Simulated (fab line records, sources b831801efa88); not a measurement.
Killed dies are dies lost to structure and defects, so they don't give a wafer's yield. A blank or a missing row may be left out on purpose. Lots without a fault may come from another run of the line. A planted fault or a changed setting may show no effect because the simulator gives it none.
fab line records | flow sfq_line
record lots=13 wafers=39 last_day=83
route steps=325 shown L0@3 I0@44 M1@69 I1@73
lots that met no fault: from a run of the same line without faults
start_h: hours from the record's first day to the start of the lot's first wafer shown | wait_h: hours since the lot's step before | " the same as in the row above | L1.1+2: a row that stands for several wafers | - no value, or no start given | * or withheld: withheld | < > ~ a bound
route shown NAME@n: a module of which the file shows steps, and the number in the route of the first | usual: mean/standard deviation of fault-free wafers | same: alike in all rows | chamber/n: place in a boat | sites: the reading at each site | _std_site: their standard deviation | _edge_site: outer sites' mean less inner sites' | radius_mm: how far each site lies from the wafer's centre | mask NAME#n: copy n | behind: the tool/chamber that last shaped the wafer | hold: why the lot was held/for how many hours/how that ended | device: the transistor (n, p or np) that didn't switch | end of line: the same wafers' tests at the end of the route | a step without rows: its recipe alone | killed: dies lost to structure and defects at the first sort, not the wafer's yield | map: a wafer's dies, x killed, . not, _ none there
set.NAME: the setting as run; set.NAME@STEP: as run at that earlier step | model.NAME: the simulator's own value behind a step, which no gauge read
steps of the route over a sample of lots; a table a step, a row a wafer
services: from which hour (start_h, from the record's first day; less than 0 if before it) a tool's chamber was out of use, for how many hours, and why
## steps
# step SFQ_TRILAYER_L0_DEP_SPUTTER_003
# recipe material=MoNx_KI base_pressure_pa=1.33e-06 target_thk_nm=40 power_w=800 time_s=100 chamber_pressure_pa=0.4
# usual throttle_valve_pct=29.7/1.3
# columns lot.wafer tool chamber start_h wait_h throttle_valve_pct
L159.1 pvd_sputter-06 - 17.49 0.0 30.5
L159.5 " - " " 30.5
L159.6 " - " " 29.1
L160.2 pvd_sputter-04 - 22.49 0.0 27.1
L160.3 " - " " 30.9
L160.6 " - " " 27.5
L161.3 pvd_sputter-04 - 27.49 0.0 28.1
L161.5 " - " " 31.3
L161.6 " - " " 28.1
L162.1 pvd_sputter-03 - 32.49 0.0 28.5
L162.2 " - " " 28.9
L162.5 " - " " 30.0
L172.3 pvd_sputter-06 - 82.49 0.0 31.0
L172.4 " - " " 30.8
L172.6 " - " " 31.0
L173.1 pvd_sputter-04 - 87.49 0.0 27.2
L173.2 " - " " 31.2
L173.3 " - " " 30.7
L174.1 pvd_sputter-04 - 92.49 0.0 30.4
L174.2 " - " " 31.2
L174.5 " - " " 30.8
L175.1 pvd_sputter-04 - 97.49 0.0 30.8
L175.2 " - " " 28.0
L175.5 " - " " 31.2
L176.1 pvd_sputter-06 - 102.49 0.0 30.8
L176.5 " - " " 30.8
L176.6 " - " " 30.6
L177.1 pvd_sputter-06 - 107.49 0.0 30.6
L177.4 " - " " 30.9
L177.6 " - " " 29.6
L179.3 pvd_sputter-04 - 117.49 0.0 28.3
L179.4 " - " " 27.5
L179.5 " - " " 28.1
L180.2 pvd_sputter-03 - 122.49 0.0 29.2
L180.4 " - " " 31.8
L180.6 " - " " 30.3
L181.1 pvd_sputter-03 - 127.49 0.0 28.5
L181.3 " - " " 29.0
L181.5 " - " " 29.0
# step SFQ_TRILAYER_I0_CMP_CMP_028
# recipe material=SiO2 down_force_psi=3 platen_rpm=60 pad_velocity_m_s=0.94248
# usual edge_zone_pressure_frac=0.999/0.0051 motor_current_A=9.3/0.79 time_to_endpoint_s=213/9.2
# columns lot.wafer tool chamber start_h wait_h edge_zone_pressure_frac motor_current_A time_to_endpoint_s
L159.1 cmp-02 0 268.00 0.6 0.996 9.3 207
L159.5 " 3 269.50 2.1 0.995 9.0 202
L159.6 " 0 " " 0.997 8.9 216
L160.2 cmp-02 0 272.22 0.0 1.001 8.7 216
L160.3 " 1 " " 1.005 10.0 206
L160.6 " 1 274.72 2.5 0.998 9.6 210
L161.3 cmp-02 3 283.44 1.5 0.992 9.6 216
L161.5 " 0 " " 0.993 9.1 220
L161.6 " 1 " " 1.003 9.7 223
L162.1 cmp-02 2 289.69 0.0 1.016 8.6 208
L162.2 " 0 290.69 1.0 1.006 8.6 193
L162.5 " 2 291.69 2.0 1.012 8.8 207
L172.4 cmp-02 1 382.94 0.5 1.000 9.7 224
L172.3 " 2 " " 0.994 8.3 215
L172.6 " 1 384.94 2.5 0.990 10.4 229
L173.3 cmp-01 1 388.44 0.0 0.999 8.5 208
L173.2 " 2 " " 0.998 10.1 213
L173.1 " 3 " " 0.994 10.6 229
L174.2 cmp-02 3 398.56 0.5 0.995 9.5 192
L174.1 " 1 399.56 1.5 0.994 10.1 203
L174.5 " 2 " " 1.001 8.1 206
L175.1 cmp-01 2 410.54 0.5 1.001 10.0 212
L175.2 " 0 411.54 1.5 1.002 9.7 213
L175.5 " 1 " " 1.002 8.8 221
L176.1 cmp-02 2 421.70 0.7 1.005 8.1 203
L176.5 " 2 423.70 2.6 1.002 8.4 209
L176.6 " 3 " " 1.000 9.9 194
L177.1 cmp-02 1 434.78 0.5 0.997 9.5 205
L177.4 " 3 435.78 1.5 1.005 9.9 210
L177.6 " 1 436.78 2.5 0.998 10.1 221
L179.3 cmp-02 0 451.08 0.0 1.003 9.1 218
L179.4 " 2 452.08 1.0 0.999 8.3 218
L179.5 " 1 453.58 2.5 1.007 10.1 219
L180.2 cmp-02 2 459.60 0.0 0.993 8.5 206
L180.4 " 0 460.60 1.0 1.004 9.1 215
L180.6 " 2 461.60 2.0 0.997 8.6 209
L181.3 cmp-02 0 469.20 0.0 0.996 8.9 203
L181.1 " 2 470.20 1.0 0.994 8.7 214
L181.5 " 0 471.20 2.0 0.999 8.7 221
# step SFQ_TRILAYER_I0_METRO_MEASURE_029
# usual thk_nm=200.0/1.2
# columns lot.wafer tool chamber start_h wait_h thk_nm
L159.1 film_metro-04 - 270.62 0.1 200.2
L159.5 " - " " 198.1
L159.6 " - " " 200.7
L160.2 film_metro-04 - 275.54 0.3 200.6
L160.3 " - " " 200.1
L160.6 " - " " 201.3
L161.3 film_metro-04 - 285.46 0.5 196.9
L161.5 " - " " 199.8
L161.6 " - " " 199.9
L162.1 film_metro-03 - 292.81 0.1 198.7
L162.2 " - " " 215.2
L162.5 " - " " 198.7
L172.3 film_metro-03 - 385.96 0.5 201.1
L172.4 " - " " 201.0
L172.6 " - " " 202.2
L173.1 film_metro-04 - 391.56 0.1 201.1
L173.2 " - " " 200.3
L173.3 " - " " 201.0
L174.1 film_metro-01 - 401.18 0.1 198.4
L174.2 " - " " 199.1
L174.5 " - " " 199.8
L175.1 film_metro-03 - 413.16 0.1 200.4
L175.2 " - " " 201.5
L175.5 " - " " 201.0
L176.1 film_metro-03 - 424.82 0.1 199.4
L176.5 " - " " 199.2
L176.6 " - " " 198.0
L177.1 film_metro-01 - 437.40 0.1 200.7
L177.4 " - " " 198.3
L177.6 " - " " 199.7
L179.3 film_metro-01 - 454.60 0.5 200.6
L179.4 " - " " 200.2
L179.5 " - " " 200.3
L180.2 film_metro-01 - 462.92 0.3 199.0
L180.4 " - " " 200.6
L180.6 " - " " 199.4
L181.1 film_metro-01 - 472.32 0.1 199.1
L181.3 " - " " 199.9
L181.5 " - " " 200.1
# step SFQ_TRILAYER_I0_VIA_ETCH_VIA_ETCH_034
# recipe target=SiO2 stop_on=Nb mask_material=PR taper_deg=20 chemistry=CHF3 target_depth_nm=260 source_w=500 bias_w=80 pressure_mtorr=30 time_s=withheld
# usual bias_w=80.00/0.25 drypump_motor_current_A=5.6/0.45 oes_product_au=0.854/0.0047
# columns lot.wafer tool chamber start_h wait_h bias_w drypump_motor_current_A oes_product_au
L159.1 rie_diel-03 2 392.25 0.0 79.97 5.7 0.848
L159.5 " 3 " " 79.66 5.3 0.851
L159.6 " 2 " " 80.19 5.7 0.856
L160.2 rie_diel-04 1 399.45 0.0 79.71 6.0 0.860
L160.3 " 3 " " 79.52 5.6 0.850
L160.6 " 3 " " 79.82 5.6 0.856
L161.3 rie_diel-03 2 413.85 0.0 80.22 5.7 0.838
L161.5 " 3 " " 80.09 5.2 0.851
L161.6 " 0 " " 79.38 5.3 0.854
L162.1 rie_diel-02 3 424.88 0.0 80.54 6.0 0.850
L162.2 " 0 " " 80.57 5.7 0.897
L162.5 " 2 " " 80.07 5.0 0.857
L172.3 rie_diel-04 3 534.33 0.0 79.71 5.6 0.855
L172.4 " 2 " " 79.86 6.1 0.858
L172.6 " 2 " " 79.98 6.1 0.852
L173.1 rie_diel-04 0 542.73 0.0 79.91 5.1 0.854
L173.2 " 1 " " 79.83 6.0 0.851
L173.3 " 3 " " 80.27 5.6 0.857
L174.1 rie_diel-02 1 557.81 0.0 80.06 5.1 0.860
L174.2 " 3 " " 80.18 6.0 0.855
L174.5 " 3 " " 79.88 6.1 0.857
L175.1 rie_diel-04 0 569.81 0.0 79.74 5.1 0.851
L175.2 " 2 " " 79.84 6.1 0.865
L175.5 " 0 " " 80.07 5.1 0.853
L176.1 rie_diel-04 2 579.41 0.0 80.07 6.0 0.854
L176.5 " 3 " " 79.84 5.6 0.854
L176.6 " 0 " " 79.71 5.1 0.853
L177.1 rie_diel-02 1 596.33 0.0 79.88 5.2 0.860
L177.4 " 0 " " 80.27 5.7 0.849
L177.6 " 2 " " 80.52 5.0 0.847
L179.3 rie_diel-04 0 611.93 0.0 80.00 5.1 0.857
L179.4 " 1 " " 79.91 6.0 0.853
L179.5 " 2 " " 80.16 6.1 0.848
L180.2 rie_diel-02 1 617.93 0.0 79.60 5.1 0.850
L180.4 " 3 " " 80.19 6.0 0.857
L180.6 " 1 " " 80.16 5.2 0.855
L181.1 rie_diel-04 1 624.06 0.0 79.99 6.0 0.857
L181.3 " 2 " " 80.45 6.1 0.850
L181.5 " 1 " " 79.54 6.0 0.847
# step SFQ_TRILAYER_M1_BARC_OPEN_METAL_ETCH_054
# recipe mask_material=PR chemistry=O2 target_depth_nm=125 target=BARC icp_w=600 bias_w=80 pressure_mtorr=10 time_s=41.7
# usual bias_w=79.98/0.22 drypump_motor_current_A=5.5/0.3 oes_product_au=0.686/0.0045
# columns lot.wafer tool chamber start_h wait_h bias_w drypump_motor_current_A oes_product_au rf_hours_counter_h
L159.1 rie_metal-04 0 543.89 0.0 79.95 5.5 0.679 52
L159.5 " 1 " " 80.17 5.2 0.689 -
L159.6 " 0 " " 79.96 5.5 0.690 -
L160.2 rie_metal-02 1 554.17 0.0 79.56 5.9 0.684 72
L160.3 " 0 " " 80.18 5.6 0.683 -
L160.6 " 0 " " 80.21 5.6 0.686 -
L161.3 rie_metal-03 1 572.19 0.0 80.06 5.7 0.684 -
L161.5 " 1 " " 80.03 5.7 0.683 -
L161.6 " 0 " " 80.04 5.0 0.686 -
L162.1 rie_metal-03 1 581.77 0.0 80.15 5.7 0.685 43
L162.2 " 0 " " 80.52 5.0 0.685 52
L162.5 " 1 " " 79.54 5.7 0.692 -
L172.3 rie_metal-03 1 680.44 0.0 79.90 5.7 0.688 -
L172.4 " 0 " " 79.47 5.0 0.682 -
L172.6 " 0 " " 80.01 5.0 0.689 -
L173.1 rie_metal-02 1 687.62 0.0 80.14 5.9 0.682 94
L173.2 " 0 " " 79.75 5.6 0.682 78
L173.3 " 1 " " 79.90 5.9 0.687 -
L174.1 rie_metal-04 0 708.14 0.0 80.09 5.5 0.691 77
L174.2 " 1 " " 80.21 5.2 0.679 90
L174.5 " 1 " " 80.52 5.2 0.681 -
L175.1 rie_metal-04 0 729.86 0.0 79.97 5.5 0.686 80
L175.2 " 1 " " 79.75 5.2 0.684 93
L175.5 " 0 " " 79.52 5.5 0.676 -
L176.1 rie_metal-03 0 739.46 0.0 79.83 5.0 0.687 75
L176.5 " 1 " " 79.97 5.7 0.689 -
L176.6 " 0 " " 79.91 5.0 0.693 -
L177.1 rie_metal-02 0 755.19 0.0 80.03 5.7 0.694 88
L177.4 " 0 " " 80.10 5.7 0.676 -
L177.6 " 0 " " 80.03 5.7 0.693 -
L179.3 rie_metal-02 1 769.61 0.0 79.66 5.9 0.682 -
L179.4 " 0 " " 79.84 5.6 0.688 -
L179.5 " 0 " " 80.17 5.6 0.674 -
L180.2 rie_metal-02 1 774.39 0.0 80.05 5.9 0.680 107
L180.4 " 0 " " 80.02 5.6 0.690 -
L180.6 " 1 " " 80.05 5.9 0.679 -
L181.1 rie_metal-04 1 780.39 0.0 80.02 5.2 0.685 101
L181.3 " 1 " " 80.21 5.2 0.692 -
L181.5 " 0 " " 80.02 5.5 0.690 -
# step SFQ_TRILAYER_I1_DEP_PECVD_045
# recipe material=SiO2 temp_c=150 time_s=111.11 pressure_torr=2.4 rf_w=183.3 precursor=SiH4/N2O target_thk_nm=500
# usual heater_power_w=90/19 throttle_valve_pct=24.0/1
# columns lot.wafer tool chamber start_h wait_h heater_power_w throttle_valve_pct
L159.1 pecvd-03 2 544.85 0.0 74 22.4
L159.5 " 2 " " 77 22.5
L159.6 " 1 " " 76 25.1
L160.2 pecvd-01 2 555.13 0.0 83 25.1
L160.3 " 0 " " 68 25.2
L160.6 " 2 " " 85 25.5
L161.3 pecvd-04 2 573.30 0.0 102 24.2
L161.5 " 1 " " 107 24.0
L161.6 " 0 " " 106 24.3
L162.1 pecvd-03 1 582.73 0.0 71 25.3
L162.2 " 2 " " 72 22.7
L162.5 " 1 " " 73 25.3
L172.3 pecvd-01 2 681.38 0.0 77 23.1
L172.4 " 2 " " 78 23.3
L172.6 " 1 " " 101 24.2
L173.1 pecvd-01 2 688.75 0.0 75 23.5
L173.2 " 0 " " 60 23.2
L173.3 " 1 " " 115 24.2
L174.1 pecvd-04 0 709.12 0.0 100 24.9
L174.2 " 1 " " 112 24.4
L174.5 " 2 " " 96 24.8
L175.1 pecvd-03 0 730.82 0.0 111 24.0
L175.2 " 2 " " 76 22.7
L175.5 " 1 " " 71 26.1
L176.1 pecvd-03 2 740.44 0.0 79 22.8
L176.5 " 2 " " 80 22.5
L176.6 " 0 " " 106 24.0
L177.1 pecvd-04 2 756.16 0.0 96 24.6
L177.4 " 2 " " 101 24.6
L177.6 " 0 " " 89 25.2
L179.3 pecvd-03 0 770.55 0.0 104 24.1
L179.4 " 0 " " 106 23.9
L179.5 " 2 " " 77 22.7
L180.2 pecvd-01 0 775.35 0.0 72 23.5
L180.4 " 2 " " 77 23.5
L180.6 " 0 " " 71 23.5
L181.1 pecvd-03 0 781.36 0.0 106 24.1
L181.3 " 1 " " 76 26.2
L181.5 " 0 " " 108 24.1
## services
# columns tool chamber start_h hours kind
cmp-02 - -4.07 0.9 repair
rie_diel-04 1 8.68 5.2 repair
cmp-02 - 31.89 1.5 repair
rie_diel-04 2 33.73 7.1 repair
cmp-02 - 40.15 1.6 repair
cmp-02 - 52.93 2.1 repair
cmp-02 - 67.04 4.0 pm
cmp-02 - 160.47 0.5 repair
rie_diel-04 0 161.52 20.5 repair
rie_diel-04 1 210.80 6.2 repair
rie_diel-04 0 213.55 3.0 repair
rie_diel-04 0 245.86 4.0 repair
rie_diel-04 0 277.95 7.9 repair
rie_diel-04 2 279.06 1.4 repair
cmp-02 - 342.12 5.2 pm
cmp-02 - 394.68 1.3 repair
cmp-02 - 407.06 4.0 pm
cmp-02 - 474.58 0.4 repair
cmp-02 - 521.63 2.2 repair
cmp-02 - 605.83 1.8 repair
cmp-02 - 650.33 12.2 pm
cmp-02 - 689.28 3.2 repair
cmp-02 - 716.46 4.9 pm
cmp-02 - 747.06 4.0 pm
## key
first_sign step=SFQ_TRILAYER_I0_METRO_MEASURE_029 reading=thk_nm direction=up sigmas=13 usual=200.0 struck=215.2
effect step=SFQ_TRILAYER_I0_VIA_ETCH_VIA_ETCH_034 reading=oes_product_au direction=up sigmas=9.1 usual=0.854 struck=0.897
met_at SFQ_TRILAYER_I0_CMP_CMP_028
struck_lots L162
struck_wafers L162.2
not_acting_at SFQ_TRILAYER_L0_DEP_SPUTTER_003,SFQ_TRILAYER_M1_BARC_OPEN_METAL_ETCH_054,SFQ_TRILAYER_I1_DEP_PECVD_045
onset_between 283.44 289.69
fault kind=process_parameter_drift tool=cmp-02 chamber=- onset_h=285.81 steps=SFQ_TRILAYER_I0_CMP_CMP_028 channel=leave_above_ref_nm offset=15 shape=step end_h=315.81 scope=struck_wafers_only acts_in=these_recipes_only stated=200
